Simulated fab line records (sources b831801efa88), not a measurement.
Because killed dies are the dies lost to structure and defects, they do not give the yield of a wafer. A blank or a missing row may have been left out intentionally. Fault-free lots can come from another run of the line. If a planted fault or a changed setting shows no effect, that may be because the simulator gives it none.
What tool caused it? :: flow sky130 :: 30 wafers from 10 lots sampled at 6 of the route's 708 steps

== WHAT EACH GAUGE READ, for each wafer ==
SKY_SD_N_OVL_MEAS_08.
lot: L406
measured: day 28 16:49
on: overlay-01
SD_N_OVL (nm): -1.4 -0.9 -0.2

lot: L407
measured: day 29 00:31
on: overlay-01
SD_N_OVL (nm): 1.5 1.1 -0.3

lot: L417
measured: day 31 16:17
on: overlay-02
SD_N_OVL (nm): 0.1 1.8 -0.8

lot: L419
measured: day 32 10:22
on: overlay-01
SD_N_OVL (nm): 0.2 -1.7 0.5

lot: L422
measured: day 33 12:36
on: overlay-01
SD_N_OVL (nm): -0.9 1.7 -0.1

lot: L423
measured: day 33 18:06
on: overlay-02
SD_N_OVL (nm): 2.1 0.6 0.8

lot: L424
measured: day 34 00:29
on: overlay-01
SD_N_OVL (nm): 0.0 1.3 -0.6

lot: L425
measured: day 34 10:41
on: overlay-01
SD_N_OVL (nm): -1.8 -1.9 0.1

lot: L427
measured: day 34 22:30
on: overlay-02
SD_N_OVL (nm): -1.6 -1.1 -1.4

lot: L428
measured: day 35 08:30
on: overlay-01
SD_N_OVL (nm): -3.3 -3.3 -1.5

SKY_METAL1_THK_MEAS_06: measures by xrf.
lot: L406
measured: day 32 09:39
on: filmMetro-02
METAL1_ALCU_THK (nm): 248 250 244

lot: L407
measured: day 32 16:12
on: filmMetro-01
METAL1_ALCU_THK (nm): 260 258 258

lot: L417
measured: day 35 07:14
on: filmMetro-01
METAL1_ALCU_THK (nm): 256 254 252

lot: L419
measured: day 35 23:50
on: filmMetro-01
METAL1_ALCU_THK (nm): 257 254 255

lot: L422
measured: day 37 01:08
on: filmMetro-02
METAL1_ALCU_THK (nm): 252 256 257

lot: L423
measured: day 37 06:53
on: filmMetro-01
METAL1_ALCU_THK (nm): 249 253 254

lot: L424
measured: day 37 11:56
on: filmMetro-01
METAL1_ALCU_THK (nm): 254 250 252

lot: L425
measured: day 37 22:31
on: filmMetro-02
METAL1_ALCU_THK (nm): 249 251 248

lot: L427
measured: day 38 09:48
on: filmMetro-04
METAL1_ALCU_THK (nm): 251 251 252

lot: L428
measured: day 38 20:28
on: filmMetro-01
METAL1_ALCU_THK (nm): 255 256 253

SKY_VIA1_RS_MEAS_22: measurement is done with a four-point probe.
lot: L406
measured: day 34 18:38
on: filmMetro-02
VIA1_W_RS (ohm/sq): 0.430 0.432 0.426

lot: L407
measured: day 34 23:30
on: filmMetro-02
VIA1_W_RS (ohm/sq): 0.437 0.432 0.642 0.437 0.431 0.643

lot: L417
measured: day 37 13:07
on: filmMetro-03
VIA1_W_RS (ohm/sq): 0.428 0.428 0.431

lot: L419
measured: day 38 06:01
on: filmMetro-04
VIA1_W_RS (ohm/sq): 0.429 0.435 0.431

lot: L422
measured: day 39 07:32
on: filmMetro-02
VIA1_W_RS (ohm/sq): 0.433 0.436 0.426

lot: L423
measured: day 39 12:20
on: filmMetro-02
VIA1_W_RS (ohm/sq): 0.427 0.432 0.428

lot: L424
measured: day 39 16:49
on: filmMetro-04
VIA1_W_RS (ohm/sq): 0.430 0.434 0.430

lot: L425
measured: day 40 02:49
on: filmMetro-02
VIA1_W_RS (ohm/sq): 0.432 0.427 0.431

lot: L427
measured: day 40 14:08
on: filmMetro-03
VIA1_W_RS (ohm/sq): 0.432 0.427 0.437

lot: L428
measured: day 41 00:16
on: filmMetro-04
VIA1_W_RS (ohm/sq): 0.439 0.431 0.437

SKY_VIA1_THK_MEAS_23: measures by xrf.
lot: L406
measured: day 34 18:43
on: filmMetro-02
VIA1_W_THK (nm): 264 261 266

lot: L407
measured: day 35 02:28
on: filmMetro-02
VIA1_W_THK (nm): 259 263 178 260 261 178

lot: L417
measured: day 37 13:14
on: filmMetro-03
VIA1_W_THK (nm): 269 268 267

lot: L419
measured: day 38 06:07
on: filmMetro-04
VIA1_W_THK (nm): 266 263 266

lot: L422
measured: day 39 07:38
on: filmMetro-02
VIA1_W_THK (nm): 262 261 267

lot: L423
measured: day 39 12:27
on: filmMetro-02
VIA1_W_THK (nm): 265 264 264

lot: L424
measured: day 39 16:56
on: filmMetro-04
VIA1_W_THK (nm): 265 261 265

lot: L425
measured: day 40 02:56
on: filmMetro-02
VIA1_W_THK (nm): 261 265 263

lot: L427
measured: day 40 14:15
on: filmMetro-03
VIA1_W_THK (nm): 265 267 261

lot: L428
measured: day 41 00:22
on: filmMetro-04
VIA1_W_THK (nm): 260 264 261

== WHAT TOOL EACH LOT RAN ON (gives the tool, then ch and the chambers of the sampled wafers, and finally the start) ==
lot: L406
SKY_POLY_CUT_STRIP_12: plasmaAsher-03 ch 0,1, day 25 01:35
SKY_VIA1_CVD_21: cvdW-02 ch 0,1, day 34 18:31

lot: L407
SKY_POLY_CUT_STRIP_12: plasmaAsher-03 ch 0,1, day 25 10:16
SKY_VIA1_CVD_21: cvdW-02 ch 0,1, day 34 23:22

lot: L417
SKY_POLY_CUT_STRIP_12: plasmaAsher-03 ch 0,1, day 28 05:10
SKY_VIA1_CVD_21: cvdW-01 ch 0,1, day 37 13:02

lot: L419
SKY_POLY_CUT_STRIP_12: plasmaAsher-03 ch 0,1, day 29 01:01
SKY_VIA1_CVD_21: cvdW-02 ch 0,1, day 38 05:55

lot: L422
SKY_POLY_CUT_STRIP_12: plasmaAsher-01 ch 0,1, day 30 04:19
SKY_VIA1_CVD_21: cvdW-01 ch 0,1, day 39 07:26

lot: L423
SKY_POLY_CUT_STRIP_12: plasmaAsher-01 ch 0,1, day 30 09:02
SKY_VIA1_CVD_21: cvdW-02 ch 0,1, day 39 12:14

lot: L424
SKY_POLY_CUT_STRIP_12: plasmaAsher-03 ch 0,1, day 30 17:40
SKY_VIA1_CVD_21: cvdW-01 ch 0,1, day 39 16:43

lot: L425
SKY_POLY_CUT_STRIP_12: plasmaAsher-01 ch 0,1, day 31 01:37
SKY_VIA1_CVD_21: cvdW-02 ch 0,1, day 40 02:44

lot: L427
SKY_POLY_CUT_STRIP_12: plasmaAsher-04 ch 0,1, day 31 15:02
SKY_VIA1_CVD_21: cvdW-01 ch 0,1, day 40 14:02

lot: L428
SKY_POLY_CUT_STRIP_12: plasmaAsher-01 ch 0,1, day 32 00:10
SKY_VIA1_CVD_21: cvdW-02 ch 0,1, day 41 00:09
- SKY_POLY_CUT_STRIP_12: strips in O2/N2.
- SKY_VIA1_CVD_21: deposits W, target thk 270 nm, time 80.902 s.

== AS READ BY THE TOOLS THEMSELVES (means over the sampled wafers that have a number; for cases with no such wafer, the mark the record gives instead) ==
SKY_POLY_CUT_STRIP_12.
lot: L406
tool: plasmaAsher-03
drypumpMotorCurrentA (A): 5.64
o2FlowSccm (sccm): 3003
oesProductAu (a.u.): 0.457
stripTimeToEndpointS (s): 5.379

lot: L407
tool: plasmaAsher-03
drypumpMotorCurrentA (A): 5.66
o2FlowSccm (sccm): 3000
oesProductAu (a.u.): 0.451
stripTimeToEndpointS (s): 5.378

lot: L417
tool: plasmaAsher-03
drypumpMotorCurrentA (A): 5.65
o2FlowSccm (sccm): 3004
oesProductAu (a.u.): 0.451
stripTimeToEndpointS (s): 5.343

lot: L419
tool: plasmaAsher-03
drypumpMotorCurrentA (A): 5.62
o2FlowSccm (sccm): 2999
oesProductAu (a.u.): 0.449
stripTimeToEndpointS (s): 5.363

lot: L422
tool: plasmaAsher-01
drypumpMotorCurrentA (A): 5.79
o2FlowSccm (sccm): 3003
oesProductAu (a.u.): 0.448
stripTimeToEndpointS (s): 5.357

lot: L423
tool: plasmaAsher-01
drypumpMotorCurrentA (A): 5.78
o2FlowSccm (sccm): 3010
oesProductAu (a.u.): 0.448
stripTimeToEndpointS (s): 5.333

lot: L424
tool: plasmaAsher-03
drypumpMotorCurrentA (A): 5.68
o2FlowSccm (sccm): 2991
oesProductAu (a.u.): 0.455
stripTimeToEndpointS (s): 5.365

lot: L425
tool: plasmaAsher-01
drypumpMotorCurrentA (A): 5.77
o2FlowSccm (sccm): 2988
oesProductAu (a.u.): 0.453
stripTimeToEndpointS (s): 5.371

lot: L427
tool: plasmaAsher-04
drypumpMotorCurrentA (A): 5.51
o2FlowSccm (sccm): 3001
oesProductAu (a.u.): 0.449
stripTimeToEndpointS (s): 5.368

lot: L428
tool: plasmaAsher-01
drypumpMotorCurrentA (A): 5.63
o2FlowSccm (sccm): 3012
oesProductAu (a.u.): 0.453
stripTimeToEndpointS (s): 5.371

SKY_VIA1_CVD_21.
lot: L406
tool: cvdW-02
heaterPowerW (W): 810

lot: L407
tool: cvdW-02
heaterPowerW (W): 798

lot: L417
tool: cvdW-01
heaterPowerW (W): 811

lot: L419
tool: cvdW-02
heaterPowerW (W): 858

lot: L422
tool: cvdW-01
heaterPowerW (W): 802

lot: L423
tool: cvdW-02
heaterPowerW (W): 764

lot: L424
tool: cvdW-01
heaterPowerW (W): 810

lot: L425
tool: cvdW-02
heaterPowerW (W): 773

lot: L427
tool: cvdW-01
heaterPowerW (W): 806

lot: L428
tool: cvdW-02
heaterPowerW (W): 795

== THE ANSWER, worked out from the rows above alone ==
Rule: the lots themselves supply what counts as usual. The widest of any qualifying gaps counts: lots, ordered by their means at a reading, are off when they make up no more than a third of the lots, leave a main group of 4 or more, and stand apart from it by 3 or more times the standard deviation of that group's means. The tables above print the reading to a certain number of digits; a main group whose means all agree to those digits is not used. Also off: a lot with no number at a reading for which 4 or more lots have one. Any other lot the step has rows for is counted as sound. After the gauges, taken in route order, come the tools' own readings; for these a lot's mean is taken, as printed above. At the first step where some lot is off, the reading lying furthest off is the one used; lots without a number count as furthest.
Off: L407, seen at SKY_VIA1_RS_MEAS_22 (VIA1_W_RS). The main group: mean 0.431 ohm/sq, standard deviation 0.002.
A tool fits if, at a process step before that reading, it ran every lot that is off, and no sound lot after the first of them. Gauges at SKY_VIA1_RS_MEAS_22: tried the same way as those tools. Not one of the candidates tried fits.

== WHAT WAS PUT IN BY THE SIMULATOR ==
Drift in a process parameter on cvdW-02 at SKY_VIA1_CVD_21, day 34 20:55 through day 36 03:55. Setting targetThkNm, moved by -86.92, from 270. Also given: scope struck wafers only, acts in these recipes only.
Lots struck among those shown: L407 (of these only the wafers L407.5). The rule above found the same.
